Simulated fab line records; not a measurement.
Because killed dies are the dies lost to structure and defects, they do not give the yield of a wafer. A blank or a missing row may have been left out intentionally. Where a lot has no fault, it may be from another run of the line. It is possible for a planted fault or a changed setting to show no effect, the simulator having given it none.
One fault seen from 2 desks | flow gf180mcu | only its own numbers are on each desk; what lay behind them is given at the end

== METROLOGY DESK ==
Lot by lot, what the gauges showed, no matter which tool ran the lot: averages of those sampled wafers that carry a number. A lot is out of limits, marked OUT, if its mean lies more than 4 standard deviations from the usual mean; the brackets give that distance.
Columns: A = V3_OVL at GF_V3_OVL_MEAS_15, usual -2 nm; B = V3_W_RS at GF_V3_RS_MEAS_24, usual 0.328 ohm/sq; C = V3_W_THK at GF_V3_THK_MEAS_25, usual 370 nm
lot  | first seen here | A  | B     | C
L773 | day 25 08:47    | -7 | 0.326 | 378
L776 | day 26 06:07    | -2 | 0.328 | 367
L777 | day 26 10:04    | -7 | 0.326 | 371
L778 | day 26 17:37    | -2 | 0.326 | 371
L780 | day 27 07:13    | 9  | 0.326 | 370
L788 | day 29 23:43    | -8 | 0.329 | 371
L789 | day 30 02:22    | -3 | 0.329 | 363
This desk's finding: nothing out of limits on any of the 7 lots.

== AT THE TOOL OWNER'S DESK: pvd-sputter-02 ==
The tool's own readings at GF_M4_SPUTTER_00 (material Ti, target thk 37.5 nm, time 150 s): means of the sampled wafers that have a number, for each lot that ran on this tool. A lot is out of limits, marked OUT, if its mean lies more than 4 standard deviations from the usual mean; the brackets give that distance.
Columns: A = cathode-dc-power-W at GF_M4_SPUTTER_00, usual 4000.1 W; B = throttle-valve-pct at GF_M4_SPUTTER_00, usual 29.7 %
lot  | first seen here | A      | B
L773 | day 25 10:10    | 4000.0 | 30.5
L777 | day 26 11:28    | 3999.6 | 30.7
L778 | day 26 19:00    | 3999.9 | 30.4
L780 | day 27 08:38    | 4000.2 | 30.5
L788 | day 30 01:08    | 4000.3 | 30.2
This desk's finding: nothing out of limits on any of the 5 lots.

== PUT TOGETHER ==
Metrology desk: nothing out of limits seen.
The tool owner's desk saw nothing out of limits.

== WHAT WAS PUT IN BY THE SIMULATOR ==
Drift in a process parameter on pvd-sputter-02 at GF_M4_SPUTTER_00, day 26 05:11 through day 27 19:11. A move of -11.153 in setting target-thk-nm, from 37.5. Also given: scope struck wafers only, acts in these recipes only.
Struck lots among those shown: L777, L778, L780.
